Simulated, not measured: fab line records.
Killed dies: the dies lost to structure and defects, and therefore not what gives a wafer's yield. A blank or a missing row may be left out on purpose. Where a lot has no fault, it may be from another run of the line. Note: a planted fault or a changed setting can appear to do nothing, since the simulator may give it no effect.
What tool caused it? :: flow sky130 :: 15 lots with 45 wafers sampled at 5 steps, on a route of 708 steps

== WHAT THE GAUGES SHOWED, per wafer ==
SKY_VT_ADJUST_NCORE_TW_MEAS_11.
lot: L605
measured: day 9 02:05
on: film_metro-02
VT_ADJUST_NCORE_TW: 220.8 221.4 220.9

lot: L606
measured: day 9 12:55
on: film_metro-02
VT_ADJUST_NCORE_TW: 220.8 220.1 221.6

lot: L607
measured: day 9 18:38
on: film_metro-01
VT_ADJUST_NCORE_TW: 219.3 219.4 219.2

lot: L609
measured: day 10 12:46
on: film_metro-03
VT_ADJUST_NCORE_TW: 216.8 218.0 217.9

lot: L610
measured: day 10 21:03
on: film_metro-03
VT_ADJUST_NCORE_TW: 217.1 218.3 215.8

lot: L611
measured: day 10 23:36
on: film_metro-02
VT_ADJUST_NCORE_TW: 219.4 219.0 218.2

lot: L612
measured: day 11 08:57
on: film_metro-03
VT_ADJUST_NCORE_TW: 215.2 216.7 215.9

lot: L613
measured: day 11 21:00
on: film_metro-01
VT_ADJUST_NCORE_TW: 219.3 219.9 218.3

lot: L614
measured: day 12 01:40
on: film_metro-03
VT_ADJUST_NCORE_TW: 219.0 217.2 217.2

lot: L615
measured: day 12 06:43
on: film_metro-03
VT_ADJUST_NCORE_TW: 218.3 217.5 217.7

lot: L616
measured: day 12 18:20
on: film_metro-02
VT_ADJUST_NCORE_TW: 220.2 220.7 220.5

lot: L617
measured: day 13 02:12
on: film_metro-03
VT_ADJUST_NCORE_TW: 216.2 216.9 215.9

lot: L618
measured: day 13 06:49
on: film_metro-02
VT_ADJUST_NCORE_TW: 219.0 220.1 220.8

lot: L625
measured: day 15 10:52
on: film_metro-03
VT_ADJUST_NCORE_TW: 215.9 216.3 216.2

lot: L626
measured: day 15 20:00
on: film_metro-01
VT_ADJUST_NCORE_TW: 220.3 220.8 219.8

SKY_VT_ADJUST_PCH_TW_MEAS_10.
lot: L605
measured: day 11 01:40
on: film_metro-04
VT_ADJUST_PCH_TW: 142.9 142.1 143.1

lot: L606
measured: day 11 14:00
on: film_metro-01
VT_ADJUST_PCH_TW: 142.5 142.9 142.8

lot: L607
measured: day 11 20:28
on: film_metro-04
VT_ADJUST_PCH_TW: 141.8 142.0 142.2

lot: L609
measured: day 12 16:29
on: film_metro-02
VT_ADJUST_PCH_TW: 143.3 143.8 142.4

lot: L610
measured: day 13 01:08
on: film_metro-01
VT_ADJUST_PCH_TW: 141.6 142.6 142.8

lot: L611
measured: day 13 03:50
on: film_metro-02
VT_ADJUST_PCH_TW: 142.5 142.9 142.6

lot: L612
measured: day 13 12:23
on: film_metro-02
VT_ADJUST_PCH_TW: 143.9 143.2 142.3

lot: L613
measured: day 14 00:41
on: film_metro-02
VT_ADJUST_PCH_TW: 143.2 143.8 143.2

lot: L614
measured: day 14 05:38
on: film_metro-04
VT_ADJUST_PCH_TW: 142.6 142.4 142.6

lot: L615
measured: day 14 10:53
on: film_metro-02
VT_ADJUST_PCH_TW: 144.4 143.7 143.1

lot: L616
measured: day 14 22:16
on: film_metro-04
VT_ADJUST_PCH_TW: 30.0 29.8 30.0

lot: L617
measured: day 15 07:05
on: film_metro-02
VT_ADJUST_PCH_TW: 30.1 30.3 30.2

lot: L618
measured: day 15 12:26
on: film_metro-01
VT_ADJUST_PCH_TW: 30.0 30.2 30.0

lot: L625
measured: day 17 23:32
on: film_metro-01
VT_ADJUST_PCH_TW: 142.9 142.1 143.2

lot: L626
measured: day 18 09:50
on: film_metro-04
VT_ADJUST_PCH_TW: 142.0 142.2 142.9

SKY_SONOS_TUNNEL_OVL_MEAS_08.
lot: L605
measured: day 12 03:26
on: overlay-02
SONOS_TUNNEL_OVL (nm): -1.2 0.8 0.6

lot: L606
measured: day 12 16:29
on: overlay-01
SONOS_TUNNEL_OVL (nm): 0.3 1.9 1.4

lot: L607
measured: day 12 22:29
on: overlay-02
SONOS_TUNNEL_OVL (nm): -0.1 1.7 -0.9

lot: L609
measured: day 13 17:19
on: overlay-01
SONOS_TUNNEL_OVL (nm): -2.3 -0.3 -1.8

lot: L610
measured: day 14 02:07
on: overlay-01
SONOS_TUNNEL_OVL (nm): -2.0 0.0 0.5

lot: L611
measured: day 14 05:22
on: overlay-01
SONOS_TUNNEL_OVL (nm): -2.6 -1.2 -2.3

lot: L612
measured: day 14 14:34
on: overlay-01
SONOS_TUNNEL_OVL (nm): 0.3 0.7 0.8

lot: L613
measured: day 15 03:46
on: overlay-02
SONOS_TUNNEL_OVL (nm): -0.5 2.6 2.0

lot: L614
measured: day 15 08:46
on: overlay-02
SONOS_TUNNEL_OVL (nm): 3.7 0.7 1.7

lot: L615
measured: day 15 14:50
on: overlay-02
SONOS_TUNNEL_OVL (nm): -1.8 -1.0 -1.9

lot: L625
measured: day 19 07:07
on: overlay-01
SONOS_TUNNEL_OVL (nm): -0.5 -0.1 1.0

lot: L626
measured: day 19 18:04
on: overlay-01
SONOS_TUNNEL_OVL (nm): 0.4 -0.3 -1.5

== EACH LOT AND THE TOOL THAT RAN IT (in order: tool; ch and the chambers of the sampled wafers; start) ==
lot: L605
SKY_VT_ADJUST_PCH_IMPLANT_08: implanter-01 ch 0, day 11 01:27
SKY_VT_ADJUST_PCH_STRIP_09: plasma_asher-04 ch 0,1, day 11 01:34

lot: L606
SKY_VT_ADJUST_PCH_IMPLANT_08: implanter-02 ch 0, day 11 13:47
SKY_VT_ADJUST_PCH_STRIP_09: plasma_asher-03 ch 0,1, day 11 13:55

lot: L607
SKY_VT_ADJUST_PCH_IMPLANT_08: implanter-04 ch 0, day 11 20:15
SKY_VT_ADJUST_PCH_STRIP_09: plasma_asher-02 ch 0,1, day 11 20:22

lot: L609
SKY_VT_ADJUST_PCH_IMPLANT_08: implanter-04 ch 0, day 12 16:14
SKY_VT_ADJUST_PCH_STRIP_09: plasma_asher-03 ch 0,1, day 12 16:23

lot: L610
SKY_VT_ADJUST_PCH_IMPLANT_08: implanter-01 ch 0, day 13 00:53
SKY_VT_ADJUST_PCH_STRIP_09: plasma_asher-02 ch 0,1, day 13 01:02

lot: L611
SKY_VT_ADJUST_PCH_IMPLANT_08: implanter-01 ch 0, day 13 03:35
SKY_VT_ADJUST_PCH_STRIP_09: plasma_asher-03 ch 0,1, day 13 03:44

lot: L612
SKY_VT_ADJUST_PCH_IMPLANT_08: implanter-02 ch 0, day 13 12:08
SKY_VT_ADJUST_PCH_STRIP_09: plasma_asher-04 ch 0,1, day 13 12:17

lot: L613
SKY_VT_ADJUST_PCH_IMPLANT_08: implanter-02 ch 0, day 14 00:26
SKY_VT_ADJUST_PCH_STRIP_09: plasma_asher-03 ch 0, day 14 00:35

lot: L614
SKY_VT_ADJUST_PCH_IMPLANT_08: implanter-02 ch 0, day 14 05:23
SKY_VT_ADJUST_PCH_STRIP_09: plasma_asher-03 ch 0,1, day 14 05:32

lot: L615
SKY_VT_ADJUST_PCH_IMPLANT_08: implanter-04 ch 0, day 14 10:39
SKY_VT_ADJUST_PCH_STRIP_09: plasma_asher-02 ch 0,1, day 14 10:47

lot: L616
SKY_VT_ADJUST_PCH_IMPLANT_08: implanter-02, day 14 22:03
SKY_VT_ADJUST_PCH_STRIP_09: plasma_asher-02 ch 0,1, day 14 22:10

lot: L617
SKY_VT_ADJUST_PCH_IMPLANT_08: implanter-01, day 15 06:50
SKY_VT_ADJUST_PCH_STRIP_09: plasma_asher-02 ch 0,1, day 15 06:59

lot: L618
SKY_VT_ADJUST_PCH_IMPLANT_08: implanter-04, day 15 12:11
SKY_VT_ADJUST_PCH_STRIP_09: plasma_asher-04 ch 0,1, day 15 12:20

lot: L625
SKY_VT_ADJUST_PCH_IMPLANT_08: implanter-02 ch 0, day 17 23:18
SKY_VT_ADJUST_PCH_STRIP_09: plasma_asher-04 ch 0,1, day 17 23:26

lot: L626
SKY_VT_ADJUST_PCH_IMPLANT_08: implanter-02 ch 0, day 18 09:35
SKY_VT_ADJUST_PCH_STRIP_09: plasma_asher-03 ch 0,1, day 18 09:44
- SKY_VT_ADJUST_PCH_IMPLANT_08
- SKY_VT_ADJUST_PCH_STRIP_09: strips in O2/N2.

== WHAT THE TOOLS THEMSELVES READ (means of the sampled wafers that have a number; where no wafer has one, the mark that the record gives instead) ==
SKY_VT_ADJUST_PCH_IMPLANT_08.
lot: L605
tool: implanter-01
beam_energy_keV: 9.999
beam_on_s (s): 10.05

lot: L606
tool: implanter-02
beam_energy_keV: 9.999
beam_on_s (s): 9.97

lot: L607
tool: implanter-04
beam_energy_keV: 10.004
beam_on_s (s): 9.99

lot: L609
tool: implanter-04
beam_energy_keV: 10.005
beam_on_s (s): 10.16

lot: L610
tool: implanter-01
beam_energy_keV: 10.001
beam_on_s (s): 10.09

lot: L611
tool: implanter-01
beam_energy_keV: 9.998
beam_on_s (s): 9.95

lot: L612
tool: implanter-02
beam_energy_keV: 10.004
beam_on_s (s): 10.07

lot: L613
tool: implanter-02
beam_energy_keV: 10.001
beam_on_s (s): 9.99

lot: L614
tool: implanter-02
beam_energy_keV: 10.001
beam_on_s (s): 9.96

lot: L615
tool: implanter-04
beam_energy_keV: 9.999
beam_on_s (s): 9.93

lot: L616
tool: implanter-02
beam_energy_keV: -
beam_on_s (s): -

lot: L617
tool: implanter-01
beam_energy_keV: -
beam_on_s (s): -

lot: L618
tool: implanter-04
beam_energy_keV: -
beam_on_s (s): -

lot: L625
tool: implanter-02
beam_energy_keV: 9.996
beam_on_s (s): 10.06

lot: L626
tool: implanter-02
beam_energy_keV: 10.001
beam_on_s (s): 9.96

SKY_VT_ADJUST_PCH_STRIP_09.
lot: L605
tool: plasma_asher-04
drypump_motor_current_A (A): 5.9
n2_flow_sccm (sccm): 300.7
oes_product_au (a.u.): 0.721
strip_time_to_endpoint_s (s): 36.95

lot: L606
tool: plasma_asher-03
drypump_motor_current_A (A): 5.6
n2_flow_sccm (sccm): 299.8
oes_product_au (a.u.): 0.724
strip_time_to_endpoint_s (s): 36.93

lot: L607
tool: plasma_asher-02
drypump_motor_current_A (A): 5.7
n2_flow_sccm (sccm): 299.5
oes_product_au (a.u.): 0.722
strip_time_to_endpoint_s (s): 37.11

lot: L609
tool: plasma_asher-03
drypump_motor_current_A (A): 6.1
n2_flow_sccm (sccm): 298.7
oes_product_au (a.u.): 0.717
strip_time_to_endpoint_s (s): 37.02

lot: L610
tool: plasma_asher-02
drypump_motor_current_A (A): 5.7
n2_flow_sccm (sccm): 299.7
oes_product_au (a.u.): 0.724
strip_time_to_endpoint_s (s): 36.96

lot: L611
tool: plasma_asher-03
drypump_motor_current_A (A): 5.6
n2_flow_sccm (sccm): 300.6
oes_product_au (a.u.): 0.725
strip_time_to_endpoint_s (s): 36.84

lot: L612
tool: plasma_asher-04
drypump_motor_current_A (A): 5.8
n2_flow_sccm (sccm): 298.4
oes_product_au (a.u.): 0.720
strip_time_to_endpoint_s (s): 36.83

lot: L613
tool: plasma_asher-03
drypump_motor_current_A (A): 4.9
n2_flow_sccm (sccm): 299.6
oes_product_au (a.u.): 0.723
strip_time_to_endpoint_s (s): 36.92

lot: L614
tool: plasma_asher-03
drypump_motor_current_A (A): 6.1
n2_flow_sccm (sccm): 299.7
oes_product_au (a.u.): 0.728
strip_time_to_endpoint_s (s): 36.92

lot: L615
tool: plasma_asher-02
drypump_motor_current_A (A): 5.7
n2_flow_sccm (sccm): 299.9
oes_product_au (a.u.): 0.725
strip_time_to_endpoint_s (s): 36.82

lot: L616
tool: plasma_asher-02
drypump_motor_current_A (A): 5.7
n2_flow_sccm (sccm): 299.9
oes_product_au (a.u.): 0.723
strip_time_to_endpoint_s (s): 36.97

lot: L617
tool: plasma_asher-02
drypump_motor_current_A (A): 5.9
n2_flow_sccm (sccm): 300.7
oes_product_au (a.u.): 0.720
strip_time_to_endpoint_s (s): 36.94

lot: L618
tool: plasma_asher-04
drypump_motor_current_A (A): 5.9
n2_flow_sccm (sccm): 299.9
oes_product_au (a.u.): 0.722
strip_time_to_endpoint_s (s): 36.94

lot: L625
tool: plasma_asher-04
drypump_motor_current_A (A): 5.9
n2_flow_sccm (sccm): 300.1
oes_product_au (a.u.): 0.724
strip_time_to_endpoint_s (s): 36.75

lot: L626
tool: plasma_asher-03
drypump_motor_current_A (A): 6.1
n2_flow_sccm (sccm): 301.0
oes_product_au (a.u.): 0.719
strip_time_to_endpoint_s (s): 37.04

== THE ANSWER, worked out from the rows above alone ==
Rule: the lots themselves supply what counts as usual. Put in order of their means at a reading, lots are off if they are a third of the lots or fewer, leave a main group of 4 or more, and stand apart from it by a gap of 3 or more times the standard deviation of the main group's means; of several such gaps the widest counts. A main group whose means are all the same, to the digits that the tables above print for the reading, isn't used. Also off: a lot with no number at a reading for which 4 or more lots have one. Where the step has rows for the other lots, those lots are counted as sound. First the gauges in route order, then the tools' own readings, where a lot's mean is used as printed above. The first step at which some lot is off is used, and at that step the reading that is off furthest; a lot without a number counts as furthest.
Off: L616, L617, L618, seen at SKY_VT_ADJUST_PCH_TW_MEAS_10 (VT_ADJUST_PCH_TW). The main group: mean 142.8, standard deviation 0.47.
If a tool, at a process step before that reading, ran all the lots that are off and no sound lot after the first of them, it fits. Not tried: the gauges at SKY_VT_ADJUST_PCH_TW_MEAS_10; whatever is off there is also off at SKY_VT_ADJUST_PCH_IMPLANT_08, on other tools, and gauge error can't account for it. Of those tried, none fits.

== WHAT THE SIMULATOR HAD INSERTED ==
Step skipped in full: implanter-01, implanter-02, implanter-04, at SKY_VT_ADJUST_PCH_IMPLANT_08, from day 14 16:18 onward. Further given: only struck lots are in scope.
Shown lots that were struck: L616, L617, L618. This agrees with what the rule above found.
